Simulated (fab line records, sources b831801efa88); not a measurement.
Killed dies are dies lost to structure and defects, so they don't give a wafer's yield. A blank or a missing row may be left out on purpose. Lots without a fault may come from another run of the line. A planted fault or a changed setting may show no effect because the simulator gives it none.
Chamber matching | flow sky130 | SKY_VIA2_CMP_02 on cmp-01: 4 sister chambers
The step polishes SiO2. 8 wafers are shown with their chamber, then 7 later ones without.

WAFERS WITH THEIR CHAMBER
wafer  | chamber | motor_current_A (A) | retaining_ring_pressure_frac
L333.2 | 3       | 12.1                | 0.999
L338.1 | 2       | 10.0                | 1.000
L338.5 | 0       | 12.6                | 0.998
L344.1 | 3       | 11.9                | 0.997
L344.5 | 1       | 13.7                | 0.996
L344.6 | 0       | 12.3                | 0.997
L352.2 | 1       | 13.8                | 0.999
L352.4 | 2       | 9.8                 | 1.000

WAFERS WITHOUT THEIR CHAMBER
wafer  | motor_current_A (A) | retaining_ring_pressure_frac
L352.6 | 12.9                | 0.997
L351.2 | 12.7                | 0.996
L351.4 | 9.9                 | 0.991
L351.6 | 13.3                | 1.012
L353.1 | 12.2                | 1.001
L353.3 | 9.4                 | 0.996
L353.4 | 13.0                | 1.004

WHICH CHAMBER EACH WENT THROUGH
wafer  | from the rows above          | in truth
L352.6 | 0                            | 0
L351.2 | 0                            | 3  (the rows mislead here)
L351.4 | 2                            | 2
L351.6 | can't be placed: 1 or 0      | 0
L353.1 | can't be placed: 3 or 0      | 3
L353.3 | 2                            | 2
L353.4 | can't be placed: 0 or 1 or 3 | 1
Placed correctly: 3 of 7. Can't be placed from these rows: 3 (the true chamber is among the candidates in 3). Placed wrongly: 1.
How it was worked out, from the rows above alone: a wafer's distance from a chamber is the root of the sum, over the readings, of the square of ((its reading less the chamber's mean) divided by the reading's scatter). The wafer belongs to the nearest chamber; if the next one is less than 2 further off, it can't be placed. A chamber's mean is the mean of its shown wafers. The scatter: the root of (the sum of the squares of (reading less its chamber's mean) over the shown wafers, divided by (wafers less chambers)).
